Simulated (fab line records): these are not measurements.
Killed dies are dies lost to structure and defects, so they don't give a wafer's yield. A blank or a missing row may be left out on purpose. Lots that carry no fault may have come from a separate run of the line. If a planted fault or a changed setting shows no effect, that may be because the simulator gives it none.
fab line records	flow sky130
[record] lots = 14	wafers = 42	last-day = 50
route steps=708 shown VT_ADJUST_LVTN@106 VT_ADJUST_NCORE@123 VT_ADJUST_PCH@152
lots with no fault: from the same line, run without faults
start-h: the number of hours between the record's first day and the start of the first shown wafer of the lot	wait-h: hours from the lot's prior step to this one	" unchanged from the row above	L1.1+2: several wafers, shown together as one row	- no value present, or no start provided	* or withheld: withheld	< > ~ a bound
route shown NAME@n: NAME is a module with steps in the file, n the number in the route of the first one	usual: the fault-free wafers' mean and standard deviation	same: alike in all rows	chamber/n: place in a boat	sites: per-site readings	_std_site: standard deviation across them	_edge_site: outer sites' mean less inner sites'	radius-mm: how far each site lies from the wafer's centre	mask NAME#n: copy n	behind: the last tool/chamber to shape the wafer	hold: why the lot went on hold/how many hours it stayed there/how the hold came to an end	device: which transistor (n, p or np) failed to switch	end of line: the same wafers' tests at the end of the route	a step with no rows: only its recipe	killed: count of dies lost to structure and defects at first sort (not the wafer's yield)	map: a wafer's dies, marking killed ones x, the rest . and places with no die _
set.NAME: the setting that was run; set.NAME@STEP: the one run at that earlier step	model.NAME: the simulator's own value behind a step, which no gauge read
one table for each step of the route and one row for each wafer, over a sample of lots
services: from which hour (start-h, from the record's first day; less than 0 if before it) a tool's chamber was out of use, for how many hours, and why
[[steps]]
[step SKY_VT_ADJUST_LVTN_STRIP_09]
[recipe] chemistry = O2/N2	power-w = 1400	pressure-mtorr = 1500	platen-temp-c = withheld	o2-flow-sccm = 3000	n2-flow-sccm = 300	overash-fraction = 0.5
[usual] chamber-pressure-mTorr = 1500.0/1.4	drypump-motor-current-A = 5.18/0.21	oes-product-au = 0.722/0.0042	strip-time-to-endpoint-s = 36.85/0.11
lot.wafer	tool	chamber	start-h	wait-h	chamber-pressure-mTorr	drypump-motor-current-A	oes-product-au	rf-hours-counter-h	strip-time-to-endpoint-s
L730.1	plasma-asher-01	0	154.60	0.1	1500.5	5.07	0.719	49	37.00
L730.3	"	0	"	"	1503.8	5.07	0.725	-	36.87
L730.4	"	1	"	"	1498.7	5.03	0.724	-	36.80
L731.2	plasma-asher-01	0	157.45	0.1	1502.1	5.06	0.720	49	36.72
L731.3	"	1	"	"	1500.8	5.02	0.723	-	36.79
L731.4	"	0	"	"	1502.6	5.06	0.720	-	36.85
L732.1	plasma-asher-04	1	170.60	0.1	1496.8	5.39	0.719	4	37.00
L732.2	"	0	"	"	1499.4	5.13	0.726	4	36.95
L732.6	"	0	"	"	1500.0	5.12	0.727	-	36.91
L733.1	plasma-asher-04	0	176.43	0.1	1501.4	5.11	0.712	4	36.99
L733.5	"	0	"	"	1501.3	5.12	0.726	-	36.80
L733.6	"	1	"	"	1501.4	5.39	0.721	-	36.89
L735.1	plasma-asher-02	1	187.75	0.1	1499.9	5.65	0.722	39	37.00
L735.3	"	0	"	"	1500.2	4.94	0.723	-	36.90
L735.6	"	1	"	"	1498.5	5.67	0.720	-	36.90
L736.3	plasma-asher-02	1	192.33	0.1	1501.0	5.69	0.729	-	36.96
L736.4	"	0	"	"	1499.6	4.94	0.721	-	36.92
L736.6	"	1	"	"	1498.6	5.67	0.718	-	36.96
L737.3	plasma-asher-02	0	199.33	0.1	1499.2	4.96	0.723	-	36.90
L737.5	"	0	"	"	1498.0	4.94	0.724	-	36.94
L737.6	"	1	"	"	1500.4	5.67	0.717	-	37.03
L738.1	plasma-asher-01	1	205.95	0.1	1501.6	5.05	0.715	54	36.75
L738.2	"	0	"	"	1499.4	5.07	0.715	54	36.72
L738.3	"	1	"	"	1498.3	5.03	0.717	-	36.76
L742.2	plasma-asher-04	1	230.95	0.1	1499.0	5.36	0.726	9	36.87
L742.4	"	0	"	"	1499.3	5.11	0.721	-	36.81
L742.6	"	0	"	"	1502.3	5.13	0.725	-	36.79
L746.1	plasma-asher-04	1	259.25	0.1	1500.8	5.37	0.719	12	36.98
L746.2	"	0	"	"	1500.9	5.13	0.724	12	36.82
L746.6	"	0	"	"	1498.0	5.13	0.731	-	36.82
L747.1	plasma-asher-04	1	263.50	0.1	1500.9	5.37	0.726	13	36.99
L747.2	"	0	"	"	1496.9	5.12	0.728	13	36.93
L747.6	"	1	"	"	1498.8	5.36	0.723	-	37.00
L749.1	plasma-asher-04	1	281.85	0.1	1499.6	5.37	0.715	14	36.81
L749.2	"	0	"	"	1500.4	5.12	0.710	14	36.88
L749.5	"	1	"	"	1499.8	5.37	0.722	-	36.84
L751.2	plasma-asher-01	1	290.39	0.1	1500.9	5.06	0.721	63	36.81
L751.4	"	1	"	"	1500.8	5.05	0.721	-	37.02
L751.5	"	1	"	"	1498.1	5.04	0.718	-	36.86
L750.3	plasma-asher-02	0	291.98	0.1	1501.3	4.93	0.716	-	36.98
L750.5	"	0	"	"	1500.6	4.93	0.723	-	36.93
L750.6	"	1	"	"	1499.3	5.67	0.723	-	36.99
[step SKY_VT_ADJUST_NCORE_EXPOSE_04]
[recipe] mask-id = LVTN_COMPLEMENT_THIN	na = 0.6	source-shape = conventional	sigma-outer = 0.6	polarization = unpolarized	target-cd-nm = 380	dose-mj = 139
[usual] exposure-dose-mJ-cm2 = 139.01/0.13	focus-offset-nm = -0.1/0.51	na = 0.6/0	reticle-temp-C = 23.03/0.1
lot.wafer	tool	chamber	start-h	wait-h	mask	exposure-dose-mJ-cm2	focus-offset-nm	na	reticle-temp-C
L730.1	iline-stepper-01	0	185.85	-	LVTN_COMPLEMENT_THIN#0	139.00	-0.7	0.6	23.27
L730.3	"	0	"	"	LVTN_COMPLEMENT_THIN#0	138.96	-0.4	0.6	23.08
L730.4	"	0	"	"	LVTN_COMPLEMENT_THIN#0	138.81	0.0	0.6	23.17
L731.2	iline-stepper-01	0	188.60	-	LVTN_COMPLEMENT_THIN#0	138.79	-0.6	0.6	23.06
L731.3	"	0	"	"	LVTN_COMPLEMENT_THIN#0	138.53	0.1	0.6	22.93
L731.4	"	0	"	"	LVTN_COMPLEMENT_THIN#0	138.82	-0.1	0.6	23.02
L732.1	iline-stepper-02	0	201.55	-	LVTN_COMPLEMENT_THIN#0	139.03	0.4	0.6	22.97
L732.2	"	0	"	"	LVTN_COMPLEMENT_THIN#0	138.96	0.5	0.6	22.90
L732.6	"	0	"	"	LVTN_COMPLEMENT_THIN#0	138.97	0.2	0.6	22.99
L733.1	iline-stepper-01	0	207.31	-	LVTN_COMPLEMENT_THIN#0	139.23	0.1	0.6	22.94
L733.5	"	0	"	"	LVTN_COMPLEMENT_THIN#0	139.05	0.0	0.6	22.97
L733.6	"	0	"	"	LVTN_COMPLEMENT_THIN#0	139.19	-0.1	0.6	23.04
L735.1	iline-stepper-02	0	219.46	-	LVTN_COMPLEMENT_THIN#0	139.00	-0.5	0.6	23.09
L735.3	"	0	"	"	LVTN_COMPLEMENT_THIN#0	138.97	-0.2	0.6	23.04
L735.6	"	0	"	"	LVTN_COMPLEMENT_THIN#0	139.23	-0.9	0.6	23.11
L736.3	iline-stepper-01	0	225.07	-	LVTN_COMPLEMENT_THIN#0	138.90	1.2	0.6	22.97
L736.4	"	0	"	"	LVTN_COMPLEMENT_THIN#0	139.06	0.0	0.6	23.03
L736.6	"	0	"	"	LVTN_COMPLEMENT_THIN#0	139.16	-0.1	0.6	23.02
L737.3	iline-stepper-01	-	232.50	-	LVTN_COMPLEMENT_THIN#0	-	-	-	-
L737.5	"	-	"	"	LVTN_COMPLEMENT_THIN#0	-	-	-	-
L737.6	"	-	"	"	LVTN_COMPLEMENT_THIN#0	-	-	-	-
L738.1	iline-stepper-01	-	239.56	-	LVTN_COMPLEMENT_THIN#0	-	-	-	-
L738.2	"	-	"	"	LVTN_COMPLEMENT_THIN#0	-	-	-	-
L738.3	"	-	"	"	LVTN_COMPLEMENT_THIN#0	-	-	-	-
L742.2	iline-stepper-01	0	266.12	-	LVTN_COMPLEMENT_THIN#0	138.92	-0.5	0.6	23.38
L742.4	"	0	"	"	LVTN_COMPLEMENT_THIN#0	139.21	-0.9	0.6	23.10
L742.6	"	0	"	"	LVTN_COMPLEMENT_THIN#0	139.11	-0.2	0.6	23.19
L746.1	iline-stepper-01	0	295.20	-	LVTN_COMPLEMENT_THIN#0	138.98	-0.7	0.6	22.96
L746.2	"	0	"	"	LVTN_COMPLEMENT_THIN#0	139.02	0.4	0.6	23.00
L746.6	"	0	"	"	LVTN_COMPLEMENT_THIN#0	138.86	0.0	0.6	22.87
L747.1	iline-stepper-01	0	298.66	-	LVTN_COMPLEMENT_THIN#0	138.92	0.1	0.6	22.96
L747.2	"	0	"	"	LVTN_COMPLEMENT_THIN#0	139.15	0.0	0.6	23.13
L747.6	"	0	"	"	LVTN_COMPLEMENT_THIN#0	138.94	-0.1	0.6	22.80
L749.1	iline-stepper-02	0	319.68	-	LVTN_COMPLEMENT_THIN#0	139.15	-0.3	0.6	23.17
L749.2	"	0	"	"	LVTN_COMPLEMENT_THIN#0	138.87	0.7	0.6	23.21
L749.5	"	0	"	"	LVTN_COMPLEMENT_THIN#0	139.07	0.1	0.6	23.13
L751.2	iline-stepper-02	0	329.28	-	LVTN_COMPLEMENT_THIN#0	138.96	-0.8	0.6	23.04
L751.4	"	0	"	"	LVTN_COMPLEMENT_THIN#0	139.21	-0.9	0.6	23.06
L751.5	"	0	"	"	LVTN_COMPLEMENT_THIN#0	139.16	-0.2	0.6	23.06
L750.3	iline-stepper-02	0	330.60	-	LVTN_COMPLEMENT_THIN#0	139.03	-0.4	0.6	23.00
L750.5	"	0	"	"	LVTN_COMPLEMENT_THIN#0	138.98	-0.7	0.6	23.06
L750.6	"	0	"	"	LVTN_COMPLEMENT_THIN#0	139.00	0.1	0.6	23.15
[step SKY_VT_ADJUST_NCORE_STRIP_10]
[recipe] chemistry = O2/N2	power-w = 1400	pressure-mtorr = 1500	platen-temp-c = withheld	o2-flow-sccm = 3000	n2-flow-sccm = 300	overash-fraction = 0.5
[usual] chamber-pressure-mTorr = 1499.9/1.4	drypump-motor-current-A = 5.2/0.35	oes-product-au = 0.716/0.0044	strip-time-to-endpoint-s = 14.18/0.037
lot.wafer	tool	chamber	start-h	wait-h	chamber-pressure-mTorr	drypump-motor-current-A	oes-product-au	rf-hours-counter-h	strip-time-to-endpoint-s
L730.1	plasma-asher-02	0	196.67	0.1	1499.6	4.9	0.723	39	14.20
L730.3	"	1	"	"	1500.8	5.6	0.713	-	14.21
L730.4	"	0	"	"	1501.4	4.9	0.709	-	14.20
L731.2	plasma-asher-01	0	199.07	0.1	1501.5	5.1	0.713	53	14.26
L731.3	"	0	"	"	1498.7	5.1	0.709	-	14.26
L731.4	"	1	"	"	1499.6	5.0	0.716	-	14.22
L732.1	plasma-asher-02	0	212.17	0.1	1500.0	4.9	0.725	41	14.20
L732.2	"	1	"	"	1499.8	5.7	0.704	41	14.21
L732.6	"	0	"	"	1501.3	4.9	0.720	-	14.22
L733.1	plasma-asher-02	0	217.97	0.1	1502.5	5.0	0.718	41	14.19
L733.5	"	0	"	"	1501.0	4.9	0.716	-	14.21
L733.6	"	1	"	"	1499.7	5.7	0.714	-	14.14
L735.1	plasma-asher-03	0	231.18	0.1	1498.7	6.1	0.714	55	14.21
L735.3	"	1	"	"	1501.6	5.4	0.724	-	14.22
L735.6	"	0	"	"	1500.8	6.1	0.714	-	14.21
L736.3	plasma-asher-01	0	235.35	0.1	1501.5	5.1	0.705	-	14.17
L736.4	"	1	"	"	1499.6	5.0	0.710	-	14.13
L736.6	"	1	"	"	1500.3	5.0	0.717	-	14.17
L737.3	plasma-asher-01	1	243.90	0.1	1500.5	5.0	0.714	-	14.24
L737.5	"	0	"	"	1496.6	5.1	0.719	-	14.25
L737.6	"	1	"	"	1498.6	5.0	0.710	-	14.24
L738.1	plasma-asher-01	0	251.27	0.1	1500.7	5.1	0.721	59	14.16
L738.2	"	1	"	"	1500.2	5.0	0.710	59	14.16
L738.3	"	0	"	"	1499.1	5.1	0.713	-	14.16
L742.2	plasma-asher-02	0	278.26	0.1	1500.2	4.9	0.715	47	14.18
L742.4	"	1	"	"	1496.2	5.7	0.717	-	14.19
L742.6	"	0	"	"	1497.5	4.9	0.717	-	14.19
L746.1	plasma-asher-01	0	307.60	0.1	1497.2	5.1	0.727	65	14.16
L746.2	"	1	"	"	1499.0	5.0	0.717	65	14.14
L746.6	"	0	"	"	1500.2	5.1	0.711	-	14.18
L747.1	plasma-asher-01	1	310.67	0.1	1498.0	5.0	0.721	65	14.18
L747.2	"	0	"	"	1500.7	5.1	0.717	65	14.12
L747.6	"	0	"	"	1499.7	5.1	0.728	-	14.11
L749.1	plasma-asher-02	1	332.83	0.1	1502.1	5.7	0.720	52	14.21
L749.2	"	0	"	"	1499.5	4.9	0.717	52	14.20
L749.5	"	0	"	"	1497.1	4.9	0.714	-	14.18
L751.2	plasma-asher-02	0	342.08	0.1	1500.6	4.9	0.712	53	14.19
L751.4	"	0	"	"	1499.1	4.9	0.714	-	14.18
L751.5	"	1	"	"	1499.9	5.7	0.714	-	14.17
L750.3	plasma-asher-01	0	343.90	0.1	1499.3	5.1	0.721	-	14.17
L750.5	"	1	"	"	1501.5	5.0	0.716	-	14.22
L750.6	"	0	"	"	1498.8	5.1	0.722	-	14.16
[step SKY_VT_ADJUST_PCH_STRIP_09]
[recipe] chemistry = O2/N2	power-w = 1400	pressure-mtorr = 1500	platen-temp-c = withheld	o2-flow-sccm = 3000	n2-flow-sccm = 300	overash-fraction = 0.5
[usual] chamber-pressure-mTorr = 1499.9/1.4	drypump-motor-current-A = 5.4/0.39	oes-product-au = 0.723/0.0046	strip-time-to-endpoint-s = 36.91/0.11
lot.wafer	tool	chamber	start-h	wait-h	chamber-pressure-mTorr	drypump-motor-current-A	oes-product-au	rf-hours-counter-h	strip-time-to-endpoint-s
L730.1	plasma-asher-03	0	241.00	0.1	1500.9	6.1	0.719	56	36.86
L730.3	"	0	"	"	1500.3	6.1	0.729	-	37.02
L730.4	"	1	"	"	1501.1	5.3	0.725	-	36.89
L731.2	plasma-asher-03	1	243.70	0.1	1501.9	5.3	0.726	56	36.79
L731.3	"	1	"	"	1501.0	5.3	0.722	-	36.79
L731.4	"	0	"	"	1499.2	6.1	0.737	-	36.75
L732.1	plasma-asher-01	1	258.40	0.1	1500.2	5.1	0.718	60	36.88
L732.2	"	0	"	"	1500.4	5.1	0.726	60	37.05
L732.6	"	0	"	"	1502.2	5.1	0.725	-	36.97
L733.1	plasma-asher-03	0	265.55	0.1	1498.9	6.1	0.725	57	36.81
L733.5	"	0	"	"	1499.2	6.1	0.721	-	36.74
L733.6	"	1	"	"	1502.4	5.3	0.730	-	36.73
L735.1	plasma-asher-03	1	278.60	0.1	1503.2	5.3	0.714	58	36.83
L735.3	"	0	"	"	1498.7	6.1	0.718	-	36.98
L735.6	"	1	"	"	1499.8	5.3	0.714	-	36.97
L736.3	plasma-asher-04	1	282.63	0.1	1501.7	5.4	0.722	-	37.05
L736.4	"	0	"	"	1501.0	5.1	0.726	-	36.96
L736.6	"	0	"	"	1498.2	5.1	0.717	-	37.09
L737.3	plasma-asher-04	0	291.84	0.1	1501.2	5.1	0.722	-	37.00
L737.5	"	0	"	"	1500.9	5.1	0.728	-	37.00
L737.6	"	1	"	"	1498.4	5.4	0.733	-	37.02
L738.1	plasma-asher-03	1	298.25	0.1	1500.4	5.3	0.718	60	36.98
L738.2	"	0	"	"	1502.1	6.1	0.727	60	36.92
L738.3	"	1	"	"	1501.6	5.3	0.727	-	36.82
L742.2	plasma-asher-04	0	327.60	0.1	1497.8	5.1	0.721	19	37.13
L742.4	"	0	"	"	1499.2	5.1	0.724	-	36.97
L742.6	"	0	"	"	1499.8	5.1	0.723	-	36.95
L746.1	plasma-asher-01	0	359.25	0.1	1499.8	5.1	0.723	70	36.75
L746.2	"	1	"	"	1501.2	5.0	0.726	70	36.76
L746.6	"	0	"	"	1497.0	5.1	0.727	-	36.82
L747.1	plasma-asher-04	0	361.61	0.1	1500.9	5.1	0.723	22	36.76
L747.2	"	1	"	"	1501.1	5.4	0.726	22	36.71
L747.6	"	1	"	"	1500.1	5.4	0.729	-	36.82
L749.1	plasma-asher-01	1	388.70	0.1	1498.1	5.0	0.723	73	36.91
L749.2	"	0	"	"	1497.1	5.1	0.719	73	36.95
L749.5	"	0	"	"	1499.4	5.1	0.725	-	36.84
L751.2	plasma-asher-01	0	398.10	0.1	1499.7	5.1	0.722	74	36.83
L751.4	"	1	"	"	1501.6	5.0	0.724	-	36.89
L751.5	"	1	"	"	1499.0	5.0	0.714	-	36.81
L750.3	plasma-asher-03	1	399.93	0.1	1499.6	5.3	0.717	-	37.05
L750.5	"	1	"	"	1500.9	5.3	0.726	-	36.94
L750.6	"	0	"	"	1496.3	6.1	0.726	-	36.87
[[services]]
tool	chamber	start-h	hours	kind
plasma-asher-02	-	145.49	0.8	repair
iline-stepper-01	-	159.97	4.3	pm
plasma-asher-04	-	190.68	2.8	pm
plasma-asher-02	-	203.49	2.8	pm
plasma-asher-04	-	219.36	8.6	pm
iline-stepper-02	-	238.53	1.7	pm
plasma-asher-03	-	244.97	11.5	repair
plasma-asher-02	-	245.44	9.3	repair
iline-stepper-01	-	278.30	1.7	pm
plasma-asher-02	-	303.36	2.0	repair
iline-stepper-01	-	310.56	16.8	repair
iline-stepper-01	-	381.33	4.4	pm
plasma-asher-04	-	382.59	1.0	repair
iline-stepper-02	-	385.78	4.4	pm
[[key]]
[first-sign] step = SKY_VT_ADJUST_NCORE_EXPOSE_04	reading = tool-record	direction = missing
effect none on later readings
met-at SKY_VT_ADJUST_NCORE_EXPOSE_04
struck-lots L737,L738
sort-left-out L737.3,L737.5,L737.6,L738.1,L738.2,L738.3
tester-left-out L737,L738
not-acting-at SKY_VT_ADJUST_LVTN_STRIP_09,SKY_VT_ADJUST_NCORE_STRIP_10,SKY_VT_ADJUST_PCH_STRIP_09
onset-between 225.07 232.50
[fault] kind = skipped-step-whole	tool = iline-stepper-01	chamber = -	onset-h = 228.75	steps = SKY_VT_ADJUST_NCORE_EXPOSE_04	scope = struck-lots-only
// tester-left-out: of these lots the tester's yield and bins aren't shown, on N5 and GAA mostly nor the transistor test; their killed dies are dies lost to structure and defects alone, not to doping, threshold or leakage, so they don't give the yield
// sort-left-out: the simulated sort isn't trusted on such a fault, so these wafers' sort isn't shown, and their yield isn't known
